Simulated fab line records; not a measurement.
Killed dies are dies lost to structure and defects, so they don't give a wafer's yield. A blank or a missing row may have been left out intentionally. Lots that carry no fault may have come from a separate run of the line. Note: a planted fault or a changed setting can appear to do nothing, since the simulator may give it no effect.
Lot-split experiment	flow gf180mcu	23 wafers read from 5 lots, route of 602 steps

THE SPLIT
At GF_V2_CMP_04 (polishes SiO2), the setting leave_above_ref_nm was moved away from the recipe's 632.5 nm on 9 of the 23 wafers read, by -6.4% to +7.0%. For the rest of the wafers, this setting stayed at what the recipe calls for.

FROM THE SPLIT TO THE READING: what the file shows between them, 2 steps
- GF_V2_DEVELOP_13: develop time 60 s (also split here: dev_temp_c)
- GF_V2_ETCH_16: etches BARC in N2/H2

THE READING
oes_product_au, in a.u., at GF_V2_ETCH_17 (etches SiO2 in C4F8/O2/Ar, stops on TiN, target depth 630 nm). Typical for fault-free wafers on this fab line: 0.855 a.u., with standard deviation 0.0045 a.u.

wafer	tool, chamber at the split	leave_above_ref_nm as run, nm	against the recipe	oes_product_au, a.u.	against lot-mates on the recipe
L077.1	cmp-01, 3	599.1	-5.3%	0.826	-0.030
L077.2	cmp-01, 0	632.5	recipe	0.858	-
L077.4	cmp-01, 1	599.1	-5.3%	0.828	-0.028
L077.5	cmp-01, 0	632.5	recipe	0.855	-
L077.6	cmp-01, 3	632.5	recipe	0.855	-
L079.1	cmp-02, 0	676.6	+7.0%	0.892	+0.036
L079.2	cmp-02, 1	632.5	recipe	0.857	-
L079.3	cmp-02, 3	676.6	+7.0%	0.880	+0.024
L079.4	cmp-02, 2,3	632.5	recipe	0.856	-
L079.5	cmp-02, 2,3	632.5	recipe	0.856	-
L080.2	cmp-01, 1	592.1	-6.4%	0.821	-0.034
L080.3	cmp-01, 0	592.1	-6.4%	0.819	-0.036
L080.4	cmp-01, 3	632.5	recipe	0.856	-
L080.5	cmp-01, 2	632.5	recipe	0.854	-
L080.6	cmp-01, 1	592.1	-6.4%	0.825	-0.030
L081.1	cmp-01, 0	632.5	recipe	0.852	-
L081.2	cmp-01, 2	632.5	recipe	0.848	-
L081.3	cmp-01, 3	616.2	-2.6%	0.845	-0.005
L081.4	cmp-01, 1	632.5	recipe	0.851	-
L081.5	cmp-01, 2	616.2	-2.6%	0.846	-0.004
L082.2	cmp-01, 0	632.5	recipe	0.854	-
L082.5	cmp-01, 0	632.5	recipe	0.861	-
L082.6	cmp-01, 1	632.5	recipe	0.846	-
When a row names more than one chamber, that row covers several wafers, and the file does not tell which wafer ran in which chamber.

THE FIT
A straight line over all 23 wafers: oes_product_au changes by +0.00483 a.u. for each +1% of leave_above_ref_nm; r = +0.97; the points scatter about the line by 0.004 a.u.
The same after taking each lot's own level away (the mean of its wafers on the recipe; 23 wafers): +0.00477 a.u. for each +1%; r = +0.97; scatter 0.0044 a.u.
Per that fit: largest leave_above_ref_nm move, reading shift of 0.033 a.u.
From 0.8503 to 0.8563 a.u.: that is the span of the lots' own levels, equal to 1.3 times the standard deviation above.
Consequently the slope shifts little with the lot-to-lot level, the two slopes agreeing.
Check: for one of the wafers moved furthest among these (+7.0%), held out of the fit, the line's prediction against its lot-mates is +0.0318 a.u. It came out at +0.0357 a.u. against them.

ADDITIONAL SPLITS CARRIED BY THESE WAFERS
Before the reading, these wafers also passed through other splits. Each is held against what the fit with the lots' levels taken away leaves over:
other split on the same wafers	wafers away from the commonest value	r with oes_product_au (lot level and that fit taken away)
GF_CONTACT_CVD_24 temp_c	8	-0.14
GF_M1_SPUTTER_04 time_s	6	+0.49
GF_M1_EXPOSE_11 dose_mj	10	-0.28
GF_V1_CVD_02 time_s	5	+0.20
GF_V1_PEB_12 peb_temp_c	7	+0.21
GF_V1_SPUTTER_21 chamber_pressure_pa	18	+0.39
GF_M2_SPUTTER_03 time_s	10	-0.26
GF_M2_EXPOSE_11 dose_mj	5	-0.24
GF_V2_DEVELOP_13 dev_temp_c	7	-0.11

THE WHOLE CHAIN: every reading that the file lists as answering this split, in the file's order
step	what it does	reading	change (the file's fit)	r (the file's)
GF_V2_CMP_04	polishes SiO2	SiO2_of_V2_CVD_02.thk_nm (the simulator's own value, which no gauge read)	+6.49 nm for each +1% of the setting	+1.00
GF_V2_ETCH_17	etches SiO2 in C4F8/O2/Ar, stops on TiN, target depth 630 nm	oes_product_au	+0.00469 a.u. for each +1% of the setting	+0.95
GF_V2_ETCH_17	etches SiO2 in C4F8/O2/Ar, stops on TiN, target depth 630 nm	V2.feature_depth_nm (the simulator's own value, which no gauge read)	+6.49 nm for each +1% of the setting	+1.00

THE FILE'S OWN FIT
oes_product_au changes by +0.00469 a.u. for each +1% of leave_above_ref_nm, r = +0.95.
